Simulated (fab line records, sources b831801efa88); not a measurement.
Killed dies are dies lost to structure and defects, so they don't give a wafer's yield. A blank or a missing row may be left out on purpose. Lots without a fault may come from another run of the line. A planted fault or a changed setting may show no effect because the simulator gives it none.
fab line records | flow gf180mcu
record lots=13 wafers=39 last_day=34
route steps=602 shown STI@3 HV_LDD@197
lots that met no fault: from a run of the same line without faults
start_h: hours from the record's first day to the start of the lot's first wafer shown | wait_h: hours since the lot's step before | " the same as in the row above | L1.1+2: a row that stands for several wafers | - no value, or no start given | * or withheld: withheld | < > ~ a bound
route shown NAME@n: a module of which the file shows steps, and the number in the route of the first | usual: mean/standard deviation of fault-free wafers | same: alike in all rows | chamber/n: place in a boat | sites: the reading at each site | _std_site: their standard deviation | _edge_site: outer sites' mean less inner sites' | radius_mm: how far each site lies from the wafer's centre | mask NAME#n: copy n | behind: the tool/chamber that last shaped the wafer | hold: why the lot was held/for how many hours/how that ended | device: the transistor (n, p or np) that didn't switch | end of line: the same wafers' tests at the end of the route | a step without rows: its recipe alone | killed: dies lost to structure and defects at the first sort, not the wafer's yield | map: a wafer's dies, x killed, . not, _ none there
set.NAME: the setting as run; set.NAME@STEP: as run at that earlier step | model.NAME: the simulator's own value behind a step, which no gauge read
steps of the route over a sample of lots; a table a step, a row a wafer
services: from which hour (start_h, from the record's first day; less than 0 if before it) a tool's chamber was out of use, for how many hours, and why
## steps
# step GF_STI_THK_MEAS_02
# recipe reads=SiO2_of_STI_OXIDATION_01
# usual STI_OXIDATION_THK=9.91/0.16
# columns lot.wafer tool chamber start_h wait_h STI_OXIDATION_THK[nm]
L945.1 film_metro-01 - 26.51 0.0 10.01
L945.2 " - " " 9.82
L945.3 " - " " 9.89
L947.1 film_metro-03 - 38.65 0.0 9.74
L947.2 " - " " 9.85
L947.3 " - " " 9.77
L948.1 film_metro-01 - 41.51 0.0 9.87
L948.4 " - " " 9.96
L948.5 " - " " 9.78
L949.1 film_metro-03 - 46.51 0.0 10.14
L949.3 " - " " 10.13
L949.4 " - " " 10.15
L951.1 film_metro-03 - 56.51 0.0 9.84
L951.2 " - " " 9.88
L951.3 " - " " 10.10
L952.1 film_metro-01 - 61.51 0.0 9.88
L952.2 " - " " 9.71
L952.6 " - " " 10.08
L953.1 film_metro-02 - 69.57 0.0 9.82
L953.2 " - " " 9.89
L953.5 " - " " 10.19
L955.3 film_metro-02 - 78.86 0.0 9.70
L955.5 " - " " 9.64
L955.6 " - " " 9.84
L961.1 film_metro-01 - 106.60 0.1 10.04
L961.4 " - " " 10.03
L961.5 " - " " 10.04
L962.4 film_metro-02 - 111.56 0.0 9.75
L962.5 " - " " 9.73
L962.6 " - " " 9.77
L963.1 film_metro-01 - 116.51 0.0 10.05
L963.4 " - " " 10.15
L963.6 " - " " 10.16
L964.3 film_metro-01 - 122.79 0.0 10.27
L964.4 " - " " 10.33
L964.5 " - " " 10.26
L965.2 film_metro-01 - 126.52 0.0 10.08
L965.4 " - " " 10.05
L965.5 " - " " 9.99
# step GF_HV_LDD_IMPLANT_21
# recipe species=BF2 energy_kev=25 dose_cm2=5e+13 tilt_deg=7
# usual dose_ions_cm2=5e+13/5.1e+10 faraday_current_uA=282/5.8
# columns lot.wafer tool chamber start_h wait_h dose_ions_cm2 faraday_current_uA
L945.1 implanter-04 0 250.86 0.0 5.001e+13 282
L945.2 " 0 " " 5e+13 283
L945.3 " 0 " " 5.005e+13 296
L947.1 implanter-04 0 278.61 0.0 5.006e+13 282
L947.2 " 0 " " 5.01e+13 286
L947.3 " 0 " " 5.007e+13 285
L948.1 implanter-01 0 287.97 0.0 4.997e+13 283
L948.4 " 0 " " 5.003e+13 288
L948.5 " 0 " " 4.994e+13 283
L949.1 implanter-01 0 300.36 0.0 5.005e+13 283
L949.3 " 0 " " 5.007e+13 272
L949.4 " 0 " " 5.001e+13 288
L951.1 implanter-04 0 313.27 0.0 4.994e+13 275
L951.2 " 0 " " 4.988e+13 279
L951.3 " 0 " " 4.997e+13 280
L952.1 implanter-04 0 319.71 0.0 4.31e+13 245
L952.2 " 0 " " 4.301e+13 233
L952.6 " 0 " " 4.296e+13 247
L953.1 implanter-02 0 328.34 0.0 4.992e+13 276
L953.2 " 0 " " 5.007e+13 285
L953.5 " 0 " " 5e+13 277
L955.3 implanter-04 0 336.61 0.1 4.307e+13 234
L955.5 " 0 " " 4.309e+13 239
L955.6 " 0 " " 4.306e+13 245
L961.1 implanter-02 0 374.02 0.0 4.996e+13 285
L961.4 " 0 " " 4.996e+13 282
L961.5 " 0 " " 4.997e+13 282
L962.4 implanter-02 0 383.13 0.1 4.997e+13 284
L962.5 " 0 " " 4.999e+13 278
L962.6 " 0 " " 4.998e+13 279
L963.1 implanter-01 0 392.36 0.0 4.997e+13 287
L963.4 " 0 " " 5.004e+13 272
L963.6 " 0 " " 5.002e+13 284
L964.3 implanter-04 0 399.01 0.1 4.998e+13 276
L964.4 " 0 " " 5.008e+13 273
L964.5 " 0 " " 5.003e+13 291
L965.2 implanter-01 0 404.97 0.0 4.999e+13 290
L965.4 " 0 " " 4.996e+13 284
L965.5 " 0 " " 4.999e+13 279
# step GF_HV_LDD_TW_MEAS_23
# usual HV_LDD_2_TW=1059/6.6
# columns lot.wafer tool chamber start_h wait_h hold HV_LDD_2_TW
L945.1 film_metro-03 - 251.11 0.1 - 1058
L945.2 " - " " - 1068
L945.3 " - " " - 1057
L947.1 film_metro-03 - 278.86 0.1 - 1063
L947.2 " - " " - 1058
L947.3 " - " " - 1063
L948.1 film_metro-02 - 288.22 0.1 - 1063
L948.4 " - " " - 1067
L948.5 " - " " - 1061
L949.1 film_metro-02 - 300.61 0.1 - 1066
L949.3 " - " " - 1062
L949.4 " - " " - 1058
L951.1 film_metro-03 - 313.52 0.1 - 1056
L951.2 " - " " - 1053
L951.3 " - " " - 1051
L952.1 film_metro-03 - 319.96 0.1 await_dispo/0.2h/release 1004
L952.2 " - " " await_dispo/0.2h/release 1001
L952.6 " - " " await_dispo/0.2h/release 996
L952.1 film_metro-03 - 320.18 0.2 - 1005
L952.2 " - " " - 1003
L952.6 " - " " - 1004
L953.1 film_metro-04 - 328.59 0.1 - 1066
L953.2 " - " " - 1070
L953.5 " - " " - 1067
L955.3 film_metro-04 - 336.83 0.1 await_dispo/0.2h/release 1016
L955.5 " - " " await_dispo/0.2h/release 1021
L955.6 " - " " await_dispo/0.2h/release 1018
L955.3 film_metro-04 - 337.05 0.2 - 1023
L955.5 " - " " - 1022
L955.6 " - " " - 1020
L961.1 film_metro-02 - 374.27 0.1 - 1057
L961.4 " - " " - 1057
L961.5 " - " " - 1051
L962.4 film_metro-02 - 383.34 0.1 - 1054
L962.5 " - " " - 1059
L962.6 " - " " - 1058
L963.1 film_metro-02 - 392.61 0.1 - 1055
L963.4 " - " " - 1056
L963.6 " - " " - 1058
L964.3 film_metro-02 - 399.23 0.1 - 1052
L964.4 " - " " - 1049
L964.5 " - " " - 1051
L965.2 film_metro-03 - 405.20 0.1 - 1054
L965.4 " - " " - 1055
L965.5 " - " " - 1062
# step GF_HV_LDD_STRIP_37
# recipe chemistry=O2/N2 power_w=1400 pressure_mtorr=1500 platen_temp_c=250 o2_flow_sccm=3000 n2_flow_sccm=300 overash_fraction=0.5
# usual drypump_motor_current_A=5.69/0.25 heater_power_w=334/23 o2_flow_sccm=2999/10 oes_product_au=0.715/0.0044 strip_time_to_endpoint_s=12.621/0.029
# columns lot.wafer tool chamber start_h wait_h drypump_motor_current_A heater_power_w o2_flow_sccm oes_product_au rf_hours_counter_h strip_time_to_endpoint_s
L945.1 plasma_asher-04 0 270.49 0.1 5.99 321 2979 0.711 51 12.624
L945.2 " 1 " " 5.37 351 3008 0.710 51 12.614
L945.3 " 1 " " 5.39 351 2999 0.710 - 12.615
L947.1 plasma_asher-02 1 299.52 0.1 5.60 344 2987 0.717 59 12.641
L947.2 " 0 " " 6.05 361 3000 0.715 59 12.649
L947.3 " 1 " " 5.59 349 2991 0.724 - 12.584
L948.1 plasma_asher-01 1 309.26 0.1 5.59 329 3007 0.722 64 12.680
L948.4 " 0 " " 5.49 294 3002 0.718 - 12.680
L948.5 " 0 " " 5.45 293 3013 0.714 - 12.665
L949.1 plasma_asher-01 0 321.92 0.1 5.51 291 3005 0.713 65 12.597
L949.3 " 1 " " 5.57 330 3003 0.713 - 12.575
L949.4 " 0 " " 5.48 299 3005 0.714 - 12.620
L951.1 plasma_asher-02 1 334.29 0.1 5.62 344 3010 0.718 64 12.578
L951.2 " 0 " " 6.05 364 2982 0.709 64 12.619
L951.3 " 0 " " 6.07 361 3006 0.709 - 12.636
L952.1 plasma_asher-01 0 341.54 0.1 5.51 303 3006 0.716 67 12.634
L952.2 " 1 " " 5.56 339 3009 0.712 67 12.656
L952.6 " 0 " " 5.50 309 2993 0.714 - 12.600
L953.1 plasma_asher-02 0 350.41 0.1 6.08 365 2996 0.717 65 12.546
L953.2 " 1 " " 5.60 350 2990 0.720 65 12.584
L953.5 " 0 " " 6.05 361 3003 0.721 - 12.586
L955.3 plasma_asher-02 0 358.69 0.1 6.07 358 2993 0.721 - 12.655
L955.5 " 1 " " 5.62 344 2996 0.713 - 12.651
L955.6 " 0 " " 6.08 352 3023 0.718 - 12.642
L961.1 plasma_asher-04 1 396.54 0.1 5.37 356 3013 0.727 63 12.630
L961.4 " 0 " " 5.99 310 2992 0.706 - 12.601
L961.5 " 0 " " 5.99 309 3001 0.713 - 12.629
L962.4 plasma_asher-04 1 405.79 0.1 5.38 356 2982 0.715 - 12.596
L962.5 " 0 " " 5.99 318 2990 0.717 - 12.618
L962.6 " 1 " " 5.40 358 2985 0.711 - 12.612
L963.1 plasma_asher-01 1 415.86 0.1 5.57 327 2993 0.708 75 12.591
L963.4 " 1 " " 5.56 331 2999 0.710 - 12.623
L963.6 " 0 " " 5.47 298 2992 0.714 - 12.574
L964.3 plasma_asher-04 1 423.15 0.1 5.39 352 3006 0.708 - 12.646
L964.4 " 0 " " 6.00 312 3020 0.718 - 12.618
L964.5 " 0 " " 5.99 315 3013 0.714 - 12.593
L965.2 plasma_asher-04 0 429.74 0.1 6.00 317 2996 0.709 67 12.576
L965.4 " 1 " " 5.40 356 3011 0.715 - 12.606
L965.5 " 1 " " 5.41 358 2984 0.708 - 12.621
# step GF_HV_LDD_RS_MEAS_53
# recipe thk_meas_gauge=four-point-probe
# usual HV_LDD_RS=417.8/1.2
# columns lot.wafer tool chamber start_h wait_h HV_LDD_RS[ohm/sq]
L945.1 film_metro-02 - 291.13 0.1 418.5
L945.2 " - " " 417.9
L945.3 " - " " 419.0
L947.1 film_metro-04 - 320.48 0.1 417.2
L947.2 " - " " 417.7
L947.3 " - " " 416.8
L948.1 film_metro-02 - 330.07 0.1 417.6
L948.4 " - " " 418.0
L948.5 " - " " 418.3
L949.1 film_metro-03 - 343.27 0.1 418.5
L949.3 " - " " 418.3
L949.4 " - " " 418.3
L951.1 film_metro-03 - 355.63 0.1 419.9
L951.2 " - " " 418.0
L951.3 " - " " 419.0
L952.1 film_metro-04 - 363.62 0.1 416.2
L952.2 " - " " 416.9
L952.6 " - " " 417.4
L953.1 film_metro-02 - 372.59 0.1 416.9
L953.2 " - " " 416.5
L953.5 " - " " 418.0
L955.3 film_metro-02 - 380.81 0.1 419.5
L955.5 " - " " 419.2
L955.6 " - " " 418.6
L961.1 film_metro-02 - 419.83 0.1 416.2
L961.4 " - " " 415.6
L961.5 " - " " 416.0
L962.4 film_metro-04 - 430.18 0.1 417.6
L962.5 " - " " 416.0
L962.6 " - " " 417.2
L963.1 film_metro-03 - 440.04 0.1 418.5
L963.4 " - " " 418.9
L963.6 " - " " 418.4
L964.3 film_metro-04 - 446.24 0.1 418.0
L964.4 " - " " 417.3
L964.5 " - " " 416.6
L965.2 film_metro-04 - 454.36 0.1 416.0
L965.4 " - " " 416.3
L965.5 " - " " 417.6
## services
# columns tool chamber start_h hours kind
plasma_asher-04 - 232.86 2.8 pm
plasma_asher-04 - 240.68 0.8 repair
plasma_asher-01 - 268.23 9.3 repair
implanter-02 - 290.17 5.8 repair
implanter-02 - 317.04 1.1 repair
plasma_asher-04 - 320.74 14.8 repair
plasma_asher-02 - 340.77 2.8 pm
implanter-02 - 341.10 10.0 repair
implanter-04 - 408.00 2.3 repair
plasma_asher-01 - 421.25 9.0 pm
plasma_asher-01 0 421.25 9.0 vent_cycle
plasma_asher-01 1 421.25 9.0 vent_cycle
## key
first_sign step=GF_HV_LDD_IMPLANT_21 reading=dose_ions_cm2 direction=down sigmas=99+ usual=5e+13 struck=4.305e+13
effect step=GF_HV_LDD_IMPLANT_21 reading=faraday_current_uA direction=down sigmas=7.2 usual=282 struck=240
effect step=GF_HV_LDD_TW_MEAS_23 reading=visit direction=added
effect step=GF_HV_LDD_TW_MEAS_23 reading=HV_LDD_2_TW direction=down sigmas=7.5 usual=1059 struck=1009
met_at GF_HV_LDD_IMPLANT_21
struck_lots L952,L955
tester_left_out L952,L955
not_acting_at GF_STI_THK_MEAS_02,GF_HV_LDD_STRIP_37,GF_HV_LDD_RS_MEAS_53
onset_between 313.27 319.71
fault kind=process_parameter_drift tool=implanter-04 chamber=- onset_h=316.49 steps=GF_HV_LDD_IMPLANT_21 channel=dose_cm2 offset=-6.9789e+12 shape=step end_h=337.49 acts_in=these_recipes_only stated=5e+13
# tester_left_out: of these lots the tester's yield and bins aren't shown, on N5 and GAA mostly nor the transistor test; their killed dies are dies lost to structure and defects alone, not to doping, threshold or leakage, so they don't give the yield
